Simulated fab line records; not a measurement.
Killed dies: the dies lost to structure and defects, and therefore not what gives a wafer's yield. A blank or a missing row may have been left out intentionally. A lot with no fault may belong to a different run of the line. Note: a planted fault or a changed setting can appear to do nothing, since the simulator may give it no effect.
Which tool did it? | flow gf180mcu | Sampling: 12 lots, 36 wafers, 6 of 602 route steps

== WHAT THE GAUGES READ, wafer by wafer ==
GF_LVPWELL_OVL_MEAS_07. Usual: LVPWELL_OVL typically reads 0.1 nm, with standard deviation 1.4.
lot  | measured    | on         | LVPWELL_OVL (nm) | flag
L610 | day 4 08:07 | overlay-02 | 0.2 -1.8 0.1     |
L611 | day 4 14:58 | overlay-01 | -2.6 -0.1 -1.4   |
L614 | day 5 05:49 | overlay-01 | -0.6 -0.9 -0.3   |
L616 | day 5 13:43 | overlay-02 | -0.8 -2.4 -0.2   |
L618 | day 5 23:42 | overlay-01 | -0.4 3.1 0.9     |
L619 | day 6 05:34 | overlay-02 | 0.0 0.9 -2.1     |
L620 | day 6 12:36 | overlay-01 | 3.0 1.5 2.3      |
L621 | day 6 15:07 | overlay-01 | -1.3 -0.3 -0.8   |
L624 | day 7 17:52 | overlay-02 | -0.5 -1.2 -0.4   |
L626 | day 7 21:28 | overlay-01 | 2.7 1.1 2.4      |
L629 | day 8 23:04 | overlay-01 | -0.5 0.7 -0.5    |
L631 | day 9 08:30 | overlay-02 | -0.3 -2.3 0.2    |

GF_LVPWELL_TW_MEAS_11. Usual: LVPWELL_TW typically reads 562, with standard deviation 5.9.
lot  | measured    | on            | LVPWELL_TW  | flag
L610 | day 4 08:33 | film_metro-04 | 565 564 565 |
L611 | day 4 15:25 | film_metro-01 | 560 558 560 |
L614 | day 5 06:15 | film_metro-02 | 552 552 553 |
L616 | day 5 14:09 | film_metro-01 | 561 556 559 |
L618 | day 6 00:08 | film_metro-04 | 567 566 566 |
L619 | day 6 06:01 | film_metro-01 | 557 557 556 |
L620 | day 6 13:02 | film_metro-04 | 570 569 572 |
L621 | day 6 15:34 | film_metro-04 | 573 571 573 |
L624 | day 7 18:17 | film_metro-04 | 563 564 565 |
L626 | day 7 21:54 | film_metro-02 | 540 534 535 | OFF
L629 | day 8 23:29 | film_metro-01 | 535 536 536 | OFF
L631 | day 9 08:56 | film_metro-02 | 562 562 562 |

GF_VT_IMPLANT_RS_MEAS_48: measurement is done with a four-point probe. Usual: LVPWELL_RS typically reads 1197.0 ohm/sq, with standard deviation 2.8.
lot  | measured     | on            | LVPWELL_RS (ohm/sq)  | flag
L610 | day 7 21:59  | film_metro-04 | 1195.6 1199.4 1200.9 |
L611 | day 8 06:40  | film_metro-01 | 1197.4 1200.6 1201.9 |
L614 | day 9 01:12  | film_metro-01 | 1198.7 1197.9 1198.7 |
L616 | day 9 12:59  | film_metro-01 | 1198.5 1200.8 1198.3 |
L618 | day 10 04:14 | film_metro-02 | 1201.5 1200.5 1200.7 |
L619 | day 10 11:05 | film_metro-02 | 1195.9 1196.1 1193.1 |
L620 | day 10 17:15 | film_metro-04 | 1193.7 1193.4 1194.3 |
L621 | day 10 23:32 | film_metro-02 | 1192.0 1190.4 1192.8 |
L624 | day 12 07:00 | film_metro-02 | 1200.2 1194.0 1197.5 |
L626 | day 12 08:46 | film_metro-01 | 1302.2 1302.3 1303.3 | OFF
L629 | day 13 15:50 | film_metro-02 | 1297.4 1300.2 1299.4 | OFF
L631 | day 14 09:35 | film_metro-01 | 1192.5 1191.9 1194.8 |

== TOOL THAT RAN EACH LOT (tool first, then ch and the chambers of the sampled wafers, then the start) ==
lot  | GF_STI_CMP_25                | GF_LVPWELL_DEHYDRATE_00          | GF_LVPWELL_IMPLANT_08
L610 | cmp-01 ch 0,1, day 2 14:34   | litho_track-01 ch 0, day 4 00:52 | implanter-02 ch 0, day 4 08:09
L611 | cmp-01 ch 1,2,3, day 2 19:28 | litho_track-02 ch 0, day 4 07:26 | implanter-03 ch 0, day 4 15:01
L614 | cmp-02 ch 0,1,2, day 3 10:21 | litho_track-01 ch 0, day 4 22:31 | implanter-03 ch 0, day 5 05:51
L616 | cmp-02 ch 1,2, day 3 21:35   | litho_track-04 ch 0, day 5 09:15 | implanter-02 ch 0, day 5 13:45
L618 | cmp-01 ch 0,2,3, day 4 07:30 | litho_track-01 ch 0, day 5 15:25 | implanter-02 ch 0, day 5 23:44
L619 | cmp-02 ch 1,3, day 4 12:19   | litho_track-01 ch 0, day 5 22:16 | implanter-02 ch 0, day 6 05:38
L620 | cmp-01 ch 0,1, day 4 18:00   | litho_track-01 ch 0, day 6 03:58 | implanter-03 ch 0, day 6 12:38
L621 | cmp-02 ch 0,1, day 4 23:14   | litho_track-02 ch 0, day 6 05:55 | implanter-01 ch 0, day 6 15:12
L624 | cmp-02 ch 1,2,3, day 5 17:00 | litho_track-02 ch 0, day 7 09:37 | implanter-01 ch 0, day 7 17:53
L626 | cmp-01 ch 1,2,3, day 5 21:01 | litho_track-04 ch 0, day 7 12:56 | implanter-02 ch 0, day 7 21:31
L629 | cmp-01 ch 1,2,3, day 6 17:57 | litho_track-01 ch 0, day 8 13:52 | implanter-02 ch 0, day 8 23:05
L631 | cmp-01 ch 0,1,2, day 7 03:36 | litho_track-04 ch 0, day 8 23:15 | implanter-03 ch 0, day 9 08:32
- GF_STI_CMP_25: polishes, stops on Si3N4, t overpolish 33 s, target thk 524.6 nm.
- GF_LVPWELL_DEHYDRATE_00: time 61.58 s.
- GF_LVPWELL_IMPLANT_08

== WHAT THE TOOLS THEMSELVES READ (means of the sampled wafers that have a number; where no wafer has one, the mark that the record gives instead) ==
GF_STI_CMP_25. Usual: motor_current_A 12.2 A, standard deviation 1.2; overpolish_run_s 33.000 s, standard deviation 0.009; time_to_endpoint_s 125 s, standard deviation 5.2.
lot  | tool   | motor_current_A (A) | overpolish_run_s (s) | time_to_endpoint_s (s) | flag
L610 | cmp-01 | 12.1                | 33.010               | 125                    |
L611 | cmp-01 | 11.9                | 33.003               | 126                    |
L614 | cmp-02 | 11.8                | 33.004               | 131                    |
L616 | cmp-02 | 11.5                | 33.008               | 116                    |
L618 | cmp-01 | 12.6                | 32.998               | 126                    |
L619 | cmp-02 | 12.7                | 32.995               | 116                    |
L620 | cmp-01 | 12.6                | 33.000               | 124                    |
L621 | cmp-02 | 12.6                | 32.998               | 120                    |
L624 | cmp-02 | 12.2                | 33.012               | 121                    |
L626 | cmp-01 | 11.4                | 32.999               | 128                    |
L629 | cmp-01 | 11.6                | 32.997               | 128                    |
L631 | cmp-01 | 11.9                | 32.997               | 130                    |

GF_LVPWELL_DEHYDRATE_00. Usual: plate_sensor_t_centre_C 201.07 C, standard deviation 0.0099; plate_sensor_t_edge_C 201.56 C, standard deviation 0.0098.
lot  | tool           | plate_sensor_t_centre_C (C) | plate_sensor_t_edge_C (C) | flag
L610 | litho_track-01 | 201.07                      | 201.55                    |
L611 | litho_track-02 | 201.07                      | 201.55                    |
L614 | litho_track-01 | 201.05                      | 201.56                    |
L616 | litho_track-04 | 201.06                      | 201.56                    |
L618 | litho_track-01 | 201.07                      | 201.55                    |
L619 | litho_track-01 | 201.07                      | 201.56                    |
L620 | litho_track-01 | 201.06                      | 201.56                    |
L621 | litho_track-02 | 201.07                      | 201.55                    |
L624 | litho_track-02 | 201.06                      | 201.55                    |
L626 | litho_track-04 | 201.07                      | 201.55                    |
L629 | litho_track-01 | 201.07                      | 201.55                    |
L631 | litho_track-04 | 201.08                      | 201.54                    |

GF_LVPWELL_IMPLANT_08. Usual: dose_ions_cm2 1.4996e+13, standard deviation 1.5e+10; faraday_current_uA 84.4, standard deviation 1.6.
lot  | tool         | dose_ions_cm2 | faraday_current_uA | flag
L610 | implanter-02 | 1.4983e+13    | 83.8               |
L611 | implanter-03 | 1.4988e+13    | 83.9               |
L614 | implanter-03 | 1.4991e+13    | 84.7               |
L616 | implanter-02 | 1.5020e+13    | 82.6               |
L618 | implanter-02 | 1.5002e+13    | 84.9               |
L619 | implanter-02 | 1.5005e+13    | 84.7               |
L620 | implanter-03 | 1.4999e+13    | 84.6               |
L621 | implanter-01 | 1.4999e+13    | 85.4               |
L624 | implanter-01 | 1.5006e+13    | 85.7               |
L626 | implanter-02 | 1.2678e+13    | 73.4               | OFF
L629 | implanter-02 | 1.2665e+13    | 71.9               | OFF
L631 | implanter-03 | 1.4995e+13    | 84.9               |

== THE ANSWER, worked out from the rows above alone ==
Rule: lot off if the mean of its wafers having a number is beyond 3 standard deviations from the usual mean. Also off: a lot with no number at a reading for which 4 or more lots have one. Any other lot the step has rows for is counted as sound. After the gauges, taken in route order, come the tools' own readings; for these a lot's mean is taken, as printed above. The first step at which some lot is off is used, and at that step the reading that is off furthest; a lot without a number counts as furthest.
Off: L626, L629, seen at GF_LVPWELL_TW_MEAS_11 (LVPWELL_TW).
A tool fits if, at a process step before that reading, it ran every lot that is off, and no sound lot after the first of them. Not tried: the gauges at GF_LVPWELL_TW_MEAS_11; whatever is off there is also off at GF_LVPWELL_IMPLANT_08, on other tools, and gauge error can't account for it. One fits: GF_LVPWELL_IMPLANT_08 on implanter-02. Its last sound lot is L619 (day 6 05:38), its first lot that is off L626 (day 7 21:31): a fault that began between those two fits.
The tool's own readings at GF_LVPWELL_IMPLANT_08 bear it out: on the lots that are off they differ by more than 5 times the standard deviation of the sound lots' means. dose_ions_cm2 reads 1.2672e+13 there against 1.4999e+13 on the sound lots; faraday_current_uA reads 72.7 there against 84.5 on the sound lots.

== WHAT THE SIMULATOR HAD PUT IN ==
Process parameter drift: implanter-02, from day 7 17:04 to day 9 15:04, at GF_LVPWELL_IMPLANT_08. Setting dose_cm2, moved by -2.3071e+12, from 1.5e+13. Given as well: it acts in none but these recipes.
Struck lots among those shown: L626, L629. The rule above found the same.
